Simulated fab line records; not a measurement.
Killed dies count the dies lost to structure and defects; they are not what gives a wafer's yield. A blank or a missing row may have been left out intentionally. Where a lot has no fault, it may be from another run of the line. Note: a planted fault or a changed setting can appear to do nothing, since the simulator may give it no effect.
fab line records	flow sky130
[record] lots = 7	wafers = 21	lastDay = 48
route steps=708 shown CONTACT@422 METAL1@434 PAD_OPEN@708
lots with no fault: from the same line, run without faults
startH: start of the lot's first displayed wafer, in hours after the record's first day	waitH: hours elapsed since this lot's preceding step	" identical to the entry in the row above	L1.1+2: one row covering several wafers at once	- no value present, or no start provided	* or withheld: withheld	< > ~ a bound
route shown NAME@n: names a module that has steps shown in the file, with the first one's number in the route	usual: average and standard deviation across the fault-free wafers	same: alike in all rows	chamber/n: place in a boat	sites: per-site readings	_std_site: standard deviation of those values	_edge_site: outer sites' mean less inner sites'	radiusMm: how far each site lies from the wafer's centre	mask NAME#n: copy n	behind: tool/chamber where the wafer was last shaped	hold: what put the lot on hold/how long, in hours/how the hold closed	device: names the non-switching transistor (n, p or np)	end of line: tests of these same wafers at the route's end	a step with no rows: only its recipe	killed: the dies lost at the first sort to structure and to defects; this is not the yield of the wafer	map: the dies of a wafer, with x for killed, . for not killed, _ for no die there
set.NAME: the setting that was run; set.NAME@STEP: the one run at that earlier step	model.NAME: the simulator's own value behind a step, which no gauge read
lots at some steps of the route; a table a step, a row a wafer
services: when a tool's chamber went out of use (startH, in hours from the record's first day, below 0 if earlier), for how many hours, and the reason
[[steps]]
[step SKY_CONTACT_ETCH_16]
[recipe] chemistry = N2/H2	target = BARC	ionEnergyEv = 200	sourceW = 500	biasW = 100	pressureMtorr = 30	n2FlowSccm = 100	h2FlowSccm = 200	stopOn = SiO2	timeS = 45.9	targetDepthA = 600
[step SKY_CONTACT_ETCH_17]
[recipe] target = SiO2	chemistry = C4F8/O2/Ar	stopOn = Si3N4	maskMaterial = KrF-thick	sourceW = 1500	biasW = 1200	pressureMtorr = 40	c4f8FlowSccm = withheld	O2_flow_sccm = 6	Ar_flow_sccm = 300	timeS = withheld	targetDepthA = 3400
[usual] biasW = 1200/3.7	oesProductAu = 0.892/0.0048
lot.wafer	tool	chamber	startH	waitH	biasW	oesProductAu
L610.3	rieDiel-01	1	730.36	0.0	1201	0.889
L610.4	"	2	"	"	1197	0.899
L610.6	"	3	"	"	1202	0.894
L611.4	rieDiel-03	2	751.21	0.0	1199	0.895
L611.5	"	1	"	"	1204	0.900
L611.6	"	0	"	"	1198	0.891
L617.2	rieDiel-03	0	803.26	0.0	1202	0.886
L617.4	"	3	"	"	1200	0.888
L617.5	"	0	"	"	1197	0.885
L619.1	rieDiel-04	3	817.86	0.0	1199	0.884
L619.2	"	0	"	"	1197	0.892
L619.5	"	1	"	"	1198	0.889
L620.1	rieDiel-04	3	832.81	0.0	1189	0.908
L620.2	"	2	"	"	1202	0.894
L620.5	"	2	"	"	1199	0.891
L622.3	rieDiel-03	1	837.15	0.0	1205	0.897
L622.4	"	0	"	"	1194	0.893
L622.5	"	2	"	"	1204	0.886
L623.3	rieDiel-04	3	843.45	0.0	1201	0.900
L623.4	"	1	"	"	1199	0.895
L623.5	"	3	"	"	1201	0.897
[step SKY_CONTACT_ETCH_18]
[recipe] target = Si3N4	chemistry = CHF3/O2	stopOn = TiN	sourceW = 600	biasW = 200	pressureMtorr = 40	chf3FlowSccm = 50	O2_flow_sccm = 5	timeS = 39	targetDepthA = 750
[step SKY_CONTACT_STRIP_19]
[recipe] chemistry = O2/N2	powerW = 1400	pressureMtorr = 1500	platenTempC = withheld	o2FlowSccm = 3000	n2FlowSccm = 300	overashFraction = 0.5
[step SKY_CONTACT_STRIP_20]
[recipe] chemistry = postEtchResidueRemover	timeS = 1200	tempC = 72.5
[step SKY_CONTACT_CLEAN_21]
[recipe] chemistry = IPA	timeS = 180	tempC = 25
[step SKY_CONTACT_CLEAN_22]
[recipe] chemistry = O3/DIW	dry = n2Spin
[step SKY_CONTACT_SPUTTER_23]
[recipe] material = TiN	targetThkNm = 20	chamberPressurePa = 5	powerW = 4000	timeS = 80
[step SKY_CONTACT_CVD_24]
[recipe] material = W	targetThkNm = 340	timeS = 102.12	tempC = 400	pressureTorr = 40
[usual] heaterPowerW = 883/83
lot.wafer	tool	chamber	startH	waitH	heaterPowerW
L610.3	cvdW-01	0	731.14	0.1	884
L610.4	"	1	"	"	1018
L610.6	"	0	"	"	895
L611.4	cvdW-02	1	751.99	0.1	813
L611.5	"	1	"	"	796
L611.6	"	0	"	"	808
L617.2	cvdW-01	1	804.00	0.0	1024
L617.4	"	1	"	"	1019
L617.5	"	1	"	"	1019
L619.1	cvdW-01	1	818.60	0.0	1043
L619.2	"	0	"	"	902
L619.5	"	0	"	"	899
L620.1	cvdW-01	1	833.55	0.0	1002
L620.2	"	0	"	"	914
L620.5	"	1	"	"	1020
L622.3	cvdW-01	1	837.93	0.1	1007
L622.4	"	0	"	"	897
L622.5	"	1	"	"	1022
L623.3	cvdW-01	1	844.23	0.1	1012
L623.4	"	0	"	"	911
L623.5	"	0	"	"	897
[step SKY_CONTACT_RS_MEAS_25]
[recipe] thkMeasGauge = four-point-probe	reads = W_of_CONTACT_CVD_24+TiN_of_CONTACT_SPUTTER_23
[usual] CONTACT_W_RS = 0.337/0.0063
lot.wafer	tool	chamber	startH	waitH	CONTACT_W_RS[ohm/sq]
L610.3	filmMetro-03	-	731.25	0.1	0.342
L610.4	"	-	"	"	0.339
L610.6	"	-	"	"	0.336
L611.4	filmMetro-03	-	752.12	0.1	0.331
L611.5	"	-	"	"	0.335
L611.6	"	-	"	"	0.343
L617.2	filmMetro-02	-	804.14	0.1	0.337
L617.4	"	-	"	"	0.334
L617.5	"	-	"	"	0.338
L619.1	filmMetro-03	-	818.71	0.1	0.337
L619.2	"	-	"	"	0.339
L619.5	"	-	"	"	0.339
L620.1	filmMetro-04	-	833.66	0.1	0.342
L620.2	"	-	"	"	0.344
L620.5	"	-	"	"	0.342
L622.3	filmMetro-04	-	838.04	0.1	0.340
L622.4	"	-	"	"	0.344
L622.5	"	-	"	"	0.344
L623.3	filmMetro-03	-	844.34	0.1	0.336
L623.4	"	-	"	"	0.336
L623.5	"	-	"	"	0.338
[step SKY_CONTACT_THK_MEAS_26]
[recipe] thkMeasGauge = xrf	reads = W_of_CONTACT_CVD_24
[usual] CONTACT_W_THK = 335/6.8
lot.wafer	tool	chamber	startH	waitH	CONTACT_W_THK[nm]
L610.3	filmMetro-03	-	731.35	0.1	333
L610.4	"	-	"	"	335
L610.6	"	-	"	"	338
L611.4	filmMetro-03	-	752.21	0.1	341
L611.5	"	-	"	"	339
L611.6	"	-	"	"	330
L617.2	filmMetro-02	-	804.25	0.1	334
L617.4	"	-	"	"	337
L617.5	"	-	"	"	334
L619.1	filmMetro-03	-	818.83	0.1	336
L619.2	"	-	"	"	333
L619.5	"	-	"	"	331
L620.1	filmMetro-04	-	833.78	0.1	326
L620.2	"	-	"	"	324
L620.5	"	-	"	"	325
L622.3	filmMetro-04	-	838.14	0.1	326
L622.4	"	-	"	"	324
L622.5	"	-	"	"	324
L623.3	filmMetro-03	-	844.44	0.1	337
L623.4	"	-	"	"	336
L623.5	"	-	"	"	335
[step SKY_CONTACT_CMP_27]
[recipe] stopOn = SiO2	tOverpolishS = 15	downForcePsi = 3.5	platenRpm = 60	targetThkNm = 0	padVelocityMS = 0.94248
[step SKY_METAL1_SPUTTER_00]
[recipe] material = Ti	targetThkNm = 15	powerW = 3000	timeS = 10	chamberPressurePa = 0.4
[usual] throttleValvePct = 29.9/1.2
lot.wafer	tool	chamber	startH	waitH	throttleValvePct	model.Ti_of_METAL1_SPUTTER_00.thkNm
L610.3	pvdSputter-04	-	731.69	0.1	28.7	15.15
L610.4	"	-	"	"	28.5	15.29
L610.6	"	-	"	"	31.9	15.18
L611.4	pvdSputter-02	-	752.54	0.1	30.3	15.31
L611.5	"	-	"	"	31.4	14.97
L611.6	"	-	"	"	30.0	15.34
L617.2	pvdSputter-04	-	804.60	0.2	28.9	14.77
L617.4	"	-	"	"	28.4	26.85
L617.5	"	-	"	"	32.1	26.63
L619.1	pvdSputter-01	-	819.19	0.1	28.4	15.28
L619.2	"	-	"	"	31.0	15.3
L619.5	"	-	"	"	30.7	14.94
L620.1	pvdSputter-04	-	834.14	0.2	28.4	15.18
L620.2	"	-	"	"	31.8	14.93
L620.5	"	-	"	"	31.8	26.64
L622.3	pvdSputter-04	-	838.48	0.2	28.4	26.5
L622.4	"	-	"	"	28.3	26.52
L622.5	"	-	"	"	31.7	26.23
L623.3	pvdSputter-02	-	844.78	0.2	29.6	15.12
L623.4	"	-	"	"	29.3	15.1
L623.5	"	-	"	"	31.3	15.27
[step SKY_METAL1_SPUTTER_01]
[recipe] material = TiN	targetThkNm = 20	powerW = 6500	timeS = 16.7	chamberPressurePa = 0.4
[usual] throttleValvePct = 29.9/1.2
lot.wafer	tool	chamber	startH	waitH	throttleValvePct
L610.3	pvdSputter-04	-	731.71	0.0	28.7
L610.4	"	-	"	"	28.4
L610.6	"	-	"	"	32.0
L611.4	pvdSputter-02	-	752.57	0.0	30.1
L611.5	"	-	"	"	31.5
L611.6	"	-	"	"	30.0
L617.2	pvdSputter-04	-	804.62	0.0	28.7
L617.4	"	-	"	"	28.4
L617.5	"	-	"	"	31.9
L619.1	pvdSputter-01	-	819.21	0.0	28.6
L619.2	"	-	"	"	31.5
L619.5	"	-	"	"	30.5
L620.1	pvdSputter-04	-	834.16	0.0	28.4
L620.2	"	-	"	"	32.0
L620.5	"	-	"	"	32.2
L622.3	pvdSputter-04	-	838.50	0.0	28.4
L622.4	"	-	"	"	28.3
L622.5	"	-	"	"	31.8
L623.3	pvdSputter-02	-	844.80	0.0	29.7
L623.4	"	-	"	"	29.2
L623.5	"	-	"	"	31.5
[step SKY_METAL1_SPUTTER_02]
[recipe] material = AlCu	targetThkNm = 250	powerW = 10600	timeS = 13.3	chamberPressurePa = 0.4
[step SKY_METAL1_SPUTTER_03]
[recipe] material = Ti	targetThkNm = 5	powerW = 3000	timeS = 3.3	chamberPressurePa = 0.4
[usual] throttleValvePct = 29.9/1.2
lot.wafer	tool	chamber	startH	waitH	throttleValvePct
L610.3	pvdSputter-04	-	731.76	0.0	28.8
L610.4	"	-	"	"	28.6
L610.6	"	-	"	"	31.9
L611.4	pvdSputter-02	-	752.62	0.0	30.2
L611.5	"	-	"	"	31.6
L611.6	"	-	"	"	30.1
L617.2	pvdSputter-04	-	804.67	0.0	28.9
L617.4	"	-	"	"	28.5
L617.5	"	-	"	"	31.9
L619.1	pvdSputter-01	-	819.26	0.0	28.4
L619.2	"	-	"	"	31.6
L619.5	"	-	"	"	30.7
L620.1	pvdSputter-04	-	834.21	0.0	28.1
L620.2	"	-	"	"	31.6
L620.5	"	-	"	"	32.0
L622.3	pvdSputter-04	-	838.55	0.0	28.7
L622.4	"	-	"	"	28.4
L622.5	"	-	"	"	31.7
L623.3	pvdSputter-02	-	844.85	0.0	29.9
L623.4	"	-	"	"	29.3
L623.5	"	-	"	"	31.4
[step SKY_METAL1_SPUTTER_04]
[recipe] material = TiN	targetThkNm = 70	powerW = 6500	timeS = 58.3	chamberPressurePa = 0.4
[usual] throttleValvePct = 29.9/1.2
lot.wafer	tool	chamber	startH	waitH	throttleValvePct
L610.3	pvdSputter-04	-	731.78	0.0	29.0
L610.4	"	-	"	"	28.3
L610.6	"	-	"	"	31.9
L611.4	pvdSputter-02	-	752.64	0.0	29.9
L611.5	"	-	"	"	31.4
L611.6	"	-	"	"	30.0
L617.2	pvdSputter-04	-	804.69	0.0	28.9
L617.4	"	-	"	"	28.3
L617.5	"	-	"	"	31.8
L619.1	pvdSputter-01	-	819.28	0.0	28.5
L619.2	"	-	"	"	31.3
L619.5	"	-	"	"	30.3
L620.1	pvdSputter-04	-	834.23	0.0	28.1
L620.2	"	-	"	"	31.6
L620.5	"	-	"	"	32.2
L622.3	pvdSputter-04	-	838.57	0.0	28.6
L622.4	"	-	"	"	28.3
L622.5	"	-	"	"	32.0
L623.3	pvdSputter-02	-	844.87	0.0	29.6
L623.4	"	-	"	"	29.1
L623.5	"	-	"	"	31.4
[step SKY_METAL1_RS_MEAS_05]
[recipe] thkMeasGauge = four-point-probe	reads = TiN_of_METAL1_SPUTTER_04+Ti_of_METAL1_SPUTTER_03+AlCu_of_METAL1_SPUTTER_02+TiN_of_METAL1_SPUTTER_01+Ti_of_METAL1_SPUTTER_00
[usual] METAL1_ALCU_RS = 0.1271/0.0011
lot.wafer	tool	chamber	startH	waitH	hold	METAL1_ALCU_RS[ohm/sq]
L610.3	filmMetro-01	-	731.87	0.1	-	0.1296
L610.4	"	-	"	"	-	0.1276
L610.6	"	-	"	"	-	0.1288
L611.4	filmMetro-01	-	752.74	0.1	-	0.1275
L611.5	"	-	"	"	-	0.1274
L611.6	"	-	"	"	-	0.1278
L617.2	filmMetro-01	-	804.75	0.0	awaitDispo/0.2h/release	0.1281
L617.4	"	-	"	"	awaitDispo/0.2h/release	0.1259
L617.5	"	-	"	"	awaitDispo/0.2h/release	0.1264
L617.2	filmMetro-01	-	805.04	0.3	-	0.1279
L617.4	"	-	"	"	-	0.1258
L617.5	"	-	"	"	-	0.1264
L619.1	filmMetro-01	-	819.33	0.0	-	0.1252
L619.2	"	-	"	"	-	0.1265
L619.5	"	-	"	"	-	0.1252
L620.1	filmMetro-01	-	834.28	0.0	awaitDispo/0.2h/release	0.1264
L620.2	"	-	"	"	awaitDispo/0.2h/release	0.1259
L620.5	"	-	"	"	awaitDispo/0.2h/release	0.1267
L620.1	filmMetro-01	-	834.57	0.3	-	0.1264
L620.2	"	-	"	"	-	0.1257
L620.5	"	-	"	"	-	0.1264
L622.3	filmMetro-03	-	838.66	0.1	awaitDispo/0.2h/release	0.1277
L622.4	"	-	"	"	awaitDispo/0.2h/release	0.1270
L622.5	"	-	"	"	awaitDispo/0.2h/release	0.1267
L622.3	filmMetro-03	-	838.95	0.3	-	0.1279
L622.4	"	-	"	"	-	0.1272
L622.5	"	-	"	"	-	0.1265
L623.3	filmMetro-01	-	844.96	0.1	-	0.1279
L623.4	"	-	"	"	-	0.1270
L623.5	"	-	"	"	-	0.1273
[step SKY_METAL1_THK_MEAS_06]
[recipe] thkMeasGauge = xrf	reads = AlCu_of_METAL1_SPUTTER_02
[usual] METAL1_ALCU_THK = 248.8/2.8
lot.wafer	tool	chamber	startH	waitH	hold	METAL1_ALCU_THK[nm]
L610.3	filmMetro-01	-	731.97	0.1	-	244.2
L610.4	"	-	"	"	-	246.8
L610.6	"	-	"	"	-	245.8
L611.4	filmMetro-01	-	752.83	0.1	-	249.9
L611.5	"	-	"	"	-	247.4
L611.6	"	-	"	"	-	245.3
L617.2	filmMetro-01	-	809.62	4.6	awaitDispo/4.4h/release	245.6
L617.4	"	-	"	"	awaitDispo/4.4h/release	249.7
L617.5	"	-	"	"	awaitDispo/4.4h/release	246.9
L619.1	filmMetro-01	-	819.45	0.1	-	252.6
L619.2	"	-	"	"	-	249.2
L619.5	"	-	"	"	-	251.3
L620.1	filmMetro-01	-	838.30	3.7	awaitDispo/3.6h/release	252.0
L620.2	"	-	"	"	awaitDispo/3.6h/release	248.9
L620.5	"	-	"	"	awaitDispo/3.6h/release	251.0
L622.3	filmMetro-03	-	840.46	1.5	awaitDispo/1.4h/release	248.0
L622.4	"	-	"	"	awaitDispo/1.4h/release	249.2
L622.5	"	-	"	"	awaitDispo/1.4h/release	250.4
L623.3	filmMetro-01	-	845.06	0.1	-	245.2
L623.4	"	-	"	"	-	247.5
L623.5	"	-	"	"	-	249.1
[step SKY_PAD_OPEN_PROBE_99]
[usual] defectLimitedYield = 82.5/1.9	killed_at_M0_to_M3 = 43/6.8	killed_at_M4_up = 3.2/1.8	killedAtContacts = 24/6.2	killedAtFrontEnd = 15/4.7	killedAtOther = 0.4/0.63	killedDies = 86/9.6	killedOpen = 47/6.9	killedShort = 39/6.3	sort_bin_3_pad_short = 0.9/0.46	sort_bin_5_function = 10.5/1.5	sort_bin_6_memory = 6.1/1.1	sortNPass = 406/9.6	sortYieldPct = 82.5/1.9
[same] grossDies = 492	killedAtBackSide = 0	sort_bin_4_leakage[%] = 0	sort_bin_8_speed[%] = 0
lot.wafer	tool	chamber	startH	waitH	defectLimitedYield[%]	killed_at_M0_to_M3	killed_at_M4_up	killedAtContacts	killedAtFrontEnd	killedAtOther	killedDies	killedOpen	killedShort	sort_bin_3_pad_short[%]	sort_bin_5_function[%]	sort_bin_6_memory[%]	sortNPass	sortYieldPct[%]
L610.3	prober-01	-	1069.72	0.2	82.5	45	4	16	20	1	86	45	41	1.4	9.1	6.9	406	82.5
L610.4	prober-01	-	1069.77	0.2	83.7	40	5	13	21	1	80	35	45	1.2	8.7	6.3	412	83.7
L610.6	prober-01	-	1069.87	0.2	86.2	34	2	14	18	0	68	41	26	0.6	8.1	5.1	424	86.2
L611.4	prober-02	-	1080.63	0.2	85.0	36	2	22	14	0	74	44	29	0.4	7.9	6.7	418	85.0
L611.5	prober-02	-	1080.68	0.2	83.3	40	0	31	11	0	82	47	35	0.6	10.0	6.1	410	83.3
L611.6	prober-02	-	1080.73	0.2	80.1	47	2	36	13	0	98	59	39	1.6	12.0	6.3	394	80.1
L617.2	prober-02	-	1120.68	0.1	81.3	53	8	19	11	1	92	44	47	1.6	10.8	6.3	400	81.3
L617.4	prober-02	-	1120.78	0.2	80.3	38	5	36	18	0	97	58	39	0.4	11.0	8.3	395	80.3
L617.5	prober-02	-	1120.83	0.2	81.1	44	3	24	20	2	93	44	48	1.2	11.6	6.1	399	81.1
L619.1	prober-02	-	1139.42	0.1	80.9	52	2	28	11	1	94	57	37	1.0	11.8	6.3	398	80.9
L619.2	prober-02	-	1139.47	0.1	81.3	47	2	31	12	0	92	45	47	0.2	13.0	5.5	400	81.3
L619.5	prober-02	-	1139.62	0.2	81.7	52	3	21	14	0	90	47	43	0.4	10.4	7.5	402	81.7
L620.1	prober-01	-	1146.14	0.1	83.7	38	2	25	14	1	80	57	23	0.6	10.6	5.1	412	83.7
L620.2	prober-01	-	1146.19	0.1	82.5	42	3	22	19	0	86	50	36	0.2	10.0	7.3	406	82.5
L620.5	prober-01	-	1146.34	0.2	81.7	44	4	28	14	0	90	53	37	0.2	12.4	5.7	402	81.7
L622.3	prober-01	-	1153.35	0.2	79.7	57	6	21	15	1	100	56	44	0.8	11.6	7.9	392	79.7
L622.4	prober-01	-	1153.40	0.2	85.0	40	1	28	5	0	74	46	28	1.0	8.1	5.9	418	85.0
L622.5	prober-01	-	1153.45	0.2	83.9	40	5	21	13	0	79	39	38	1.0	9.1	5.9	413	83.9
L623.3	prober-02	-	1156.96	0.2	79.7	36	4	38	22	0	100	49	51	1.4	11.6	7.3	392	79.7
L623.4	prober-02	-	1157.01	0.2	80.3	49	3	32	13	0	97	54	43	1.6	11.6	6.5	395	80.3
L623.5	prober-02	-	1157.06	0.2	83.5	37	4	22	18	0	81	38	43	0.2	9.8	6.5	411	83.5
// killed by level:class
L610.3 FIELD_ISO:geometricParticle:short=9 VIA1:geometricParticle:open=9 VIA2:geometricParticle:open=9 CONTACT:geometricParticle:open=8 VIA2:geometricParticle:short=6 FIELD_ISO:geometricParticle:open=5 METAL2:geometricParticle:short=5 METAL1:geometricParticle:short=4
L610.4 VIA1:geometricParticle:open=7 VIA2:geometricParticle:short=6 METAL3:geometricParticle:short=6 FIELD_ISO:geometricParticle:short=5 FIELD_ISO:geometricParticle:open=5 CONTACT:geometricParticle:open=5 VIA3:geometricParticle:short=5 VIA1:geometricParticle:short=4
L610.6 VIA1:geometricParticle:open=9 CONTACT:geometricParticle:open=7 POLY_GATE:geometricParticle:short=5 VIA2:geometricParticle:open=5 POLY_GATE:geometricParticle:open=4 LI_CONTACT:geometricParticle:open=4 METAL3:geometricParticle:short=4 VIA3:geometricParticle:open=4
L611.4 VIA1:geometricParticle:open=9 VIA3:geometricParticle:open=7 CONTACT:geometricParticle:open=7 VIA2:geometricParticle:open=7 CONTACT:geometricParticle:short=6 LI_CONTACT:geometricParticle:open=4 METAL2:geometricParticle:short=4 FIELD_ISO:geometricParticle:short=3
L611.5 CONTACT:geometricParticle:open=10 LI_CONTACT:geometricParticle:open=8 METAL1:geometricParticle:short=7 VIA3:geometricParticle:open=7 VIA2:geometricParticle:open=7 LOCAL_INTERCONNECT:geometricParticle:short=6 VIA1:geometricParticle:open=6 FIELD_ISO:geometricParticle:short=4
L611.6 CONTACT:geometricParticle:open=14 LI_CONTACT:geometricParticle:open=10 VIA1:geometricParticle:open=10 VIA2:geometricParticle:open=9 METAL3:geometricParticle:short=5 LOCAL_INTERCONNECT:geometricParticle:short=5 VIA1:geometricParticle:short=5 VIA3:geometricParticle:open=5
L617.2 VIA1:geometricParticle:open=13 VIA3:geometricParticle:open=9 VIA1:geometricParticle:short=8 METAL4:geometricParticle:short=6 CONTACT:geometricParticle:open=6 VIA3:geometricParticle:short=5 METAL2:geometricParticle:short=4 LI_CONTACT:geometricParticle:open=4
L617.4 CONTACT:geometricParticle:open=13 LI_CONTACT:geometricParticle:open=10 VIA1:geometricParticle:open=9 VIA1:geometricParticle:short=6 FIELD_ISO:geometricParticle:open=5 POLY_GATE:geometricParticle:open=5 CONTACT:geometricParticle:short=5 LOCAL_INTERCONNECT:geometricParticle:short=4
L617.5 VIA1:geometricParticle:open=11 VIA3:geometricParticle:open=8 CONTACT:geometricParticle:open=7 VIA1:geometricParticle:short=6 FIELD_ISO:geometricParticle:short=5 POLY_GATE:geometricParticle:short=5 LI_CONTACT:geometricParticle:short=5 METAL1:geometricParticle:short=5
L619.1 VIA1:geometricParticle:open=12 CONTACT:geometricParticle:open=12 VIA3:geometricParticle:open=10 CONTACT:geometricParticle:short=8 METAL2:geometricParticle:short=7 LI_CONTACT:geometricParticle:open=5 METAL1:geometricParticle:short=5 VIA2:geometricParticle:open=4
L619.2 CONTACT:geometricParticle:open=13 LOCAL_INTERCONNECT:geometricParticle:short=7 VIA2:geometricParticle:open=7 METAL1:geometricParticle:short=6 VIA1:geometricParticle:short=6 POLY_GATE:geometricParticle:short=5 LI_CONTACT:geometricParticle:open=5 VIA2:geometricParticle:short=5
L619.5 VIA1:geometricParticle:open=11 CONTACT:geometricParticle:open=10 VIA3:geometricParticle:open=9 METAL2:geometricParticle:short=8 VIA2:geometricParticle:open=6 METAL1:geometricParticle:short=6 LI_CONTACT:geometricParticle:open=5 POLY_GATE:geometricParticle:short=4
L620.1 LI_CONTACT:geometricParticle:open=11 CONTACT:geometricParticle:open=11 VIA1:geometricParticle:open=11 VIA2:geometricParticle:open=6 VIA3:geometricParticle:open=6 VIA3:geometricParticle:short=5 FIELD_ISO:geometricParticle:short=4 VIA1:geometricParticle:short=4
L620.2 CONTACT:geometricParticle:open=8 VIA1:geometricParticle:open=8 VIA3:geometricParticle:open=8 VIA2:geometricParticle:open=8 FIELD_ISO:geometricParticle:open=6 LI_CONTACT:geometricParticle:open=6 POLY_GATE:geometricParticle:short=5 METAL1:geometricParticle:short=5
L620.5 VIA1:geometricParticle:open=12 LI_CONTACT:geometricParticle:open=8 CONTACT:geometricParticle:open=8 LOCAL_INTERCONNECT:geometricParticle:short=5 METAL3:geometricParticle:short=5 VIA3:geometricParticle:open=5 POLY_GATE:geometricParticle:open=4 VIA1:geometricParticle:short=4
L622.3 CONTACT:geometricParticle:open=12 VIA3:geometricParticle:open=8 VIA2:geometricParticle:open=8 VIA1:geometricParticle:open=7 METAL2:geometricParticle:short=6 POLY_GATE:geometricParticle:open=5 VIA2:geometricParticle:short=5 METAL3:geometricParticle:short=5
L622.4 VIA1:geometricParticle:open=13 LI_CONTACT:geometricParticle:open=12 CONTACT:geometricParticle:open=9 METAL1:geometricParticle:short=7 METAL2:geometricParticle:short=4 LOCAL_INTERCONNECT:geometricParticle:short=3 CONTACT:geometricParticle:short=3 VIA3:geometricParticle:open=3
L622.5 VIA1:geometricParticle:open=8 LI_CONTACT:geometricParticle:open=7 VIA2:geometricParticle:open=7 CONTACT:geometricParticle:open=6 VIA3:geometricParticle:open=6 POLY_GATE:geometricParticle:short=5 CONTACT:geometricParticle:short=5 METAL2:geometricParticle:short=5
L623.3 CONTACT:geometricParticle:short=15 CONTACT:geometricParticle:open=12 POLY_GATE:geometricParticle:short=9 LI_CONTACT:geometricParticle:open=8 VIA1:geometricParticle:open=8 METAL1:geometricParticle:short=4 VIA1:geometricParticle:short=4 VIA3:geometricParticle:open=4
L623.4 VIA1:geometricParticle:open=19 CONTACT:geometricParticle:open=11 METAL2:geometricParticle:short=9 LI_CONTACT:geometricParticle:open=8 LOCAL_INTERCONNECT:geometricParticle:short=6 VIA2:geometricParticle:open=5 CONTACT:geometricParticle:short=4 VIA1:geometricParticle:short=4
L623.5 CONTACT:geometricParticle:open=11 POLY_GATE:geometricParticle:short=7 VIA1:geometricParticle:short=6 VIA1:geometricParticle:open=5 VIA3:geometricParticle:short=5 VIA2:geometricParticle:open=4 METAL2:geometricParticle:short=4 FIELD_ISO:geometricParticle:short=3
[[services]]
tool	chamber	startH	hours	kind
rieDiel-03	0	710.23	3.5	repair
rieDiel-01	0	719.81	10.0	repair
rieDiel-03	3	734.24	13.3	repair
rieDiel-03	0	739.67	11.4	repair
pvdSputter-01	-	742.84	2.4	repair
rieDiel-04	3	747.52	-	clean
rieDiel-04	3	747.52	20.7	scheduledDown
pvdSputter-02	1	752.68	-	consumableReplace:kit
pvdSputter-02	1	752.68	18.0	scheduledDown
pvdSputter-02	1	752.68	18.0	ventCycle
rieDiel-04	2	761.99	6.4	repair
cvdW-01	-	764.03	6.9	pm
rieDiel-03	-	782.00	2.8	pm
cvdW-02	0	782.02	5.4	repair
pvdSputter-04	-	783.67	8.1	repair
rieDiel-01	0	784.14	9.5	repair
rieDiel-01	-	791.67	2.8	pm
cvdW-01	-	814.64	1.0	repair
rieDiel-01	0	818.92	8.0	repair
pvdSputter-01	-	831.39	9.1	repair
pvdSputter-01	-	837.31	6.6	repair
pvdSputter-04	2	839.80	-	consumableReplace:kit
pvdSputter-04	2	839.80	18.0	scheduledDown
pvdSputter-04	2	839.80	18.0	ventCycle
[[key]]
[firstSign] step = SKY_METAL1_RS_MEAS_05	reading = visit	direction = added
effect none on later readings
[modelEffect] step = SKY_METAL1_SPUTTER_00	value = Ti_of_METAL1_SPUTTER_00.thkNm	without = 14.94	struck = 26.56
metAt SKY_METAL1_SPUTTER_00
struckWafers L617.4,L617.5,L620.5,L622.3,L622.4,L622.5
onsetBetween 731.69 804.60
[fault] kind = processParameterDrift	tool = pvdSputter-04	chamber = -	onsetH = 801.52	steps = SKY_METAL1_SPUTTER_00	channel = targetThkNm	offset = 11.626	shape = step	endH = 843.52	scope = struckWafersOnly	actsIn = theseRecipesOnly	stated = 15
